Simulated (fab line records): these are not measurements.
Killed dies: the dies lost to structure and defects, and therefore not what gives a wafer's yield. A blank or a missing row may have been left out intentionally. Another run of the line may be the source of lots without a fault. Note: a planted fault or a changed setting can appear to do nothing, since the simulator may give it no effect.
Which tool did it?	flow gf180mcu	7 lots (21 wafers sampled), 1 step of a 602-step route

== WHAT THE GAUGES READ, wafer by wafer ==
GF_V1_OVL_MEAS_15.
lot	measured	on	V1_OVL (nm)
L882	day 19 02:01	overlay-02	-10 -2 -7
L884	day 20 00:20	overlay-02	-1 -7 -2
L887	day 20 15:45	overlay-01	2 4 -1
L895	day 23 19:10	overlay-02	3 6 4
L898	day 24 17:29	overlay-01	1 -6 -7
L901	day 25 12:44	overlay-02	9 1 3
L903	day 26 07:58	overlay-01	-1 -4 -7

== EACH LOT AND THE TOOL THAT RAN IT (in order: tool; ch and the chambers of the sampled wafers; start) ==
No process step before these readings appears in the record.

== THE ANSWER, worked out from the rows above alone ==
Rule: the usual values come from the lots themselves. The widest of any qualifying gaps counts: lots, ordered by their means at a reading, are off when they make up no more than a third of the lots, leave a main group of 4 or more, and stand apart from it by 3 or more times the standard deviation of that group's means. If all means in a main group match to the digits the tables above print for the reading, that group is not used. Also off: a lot with no number at a reading for which 4 or more lots have one. The other lots that the step has rows for count as sound.
No lot is off at any reading shown: from this, nothing can be told.

== WHAT THE SIMULATOR PUT IN ==
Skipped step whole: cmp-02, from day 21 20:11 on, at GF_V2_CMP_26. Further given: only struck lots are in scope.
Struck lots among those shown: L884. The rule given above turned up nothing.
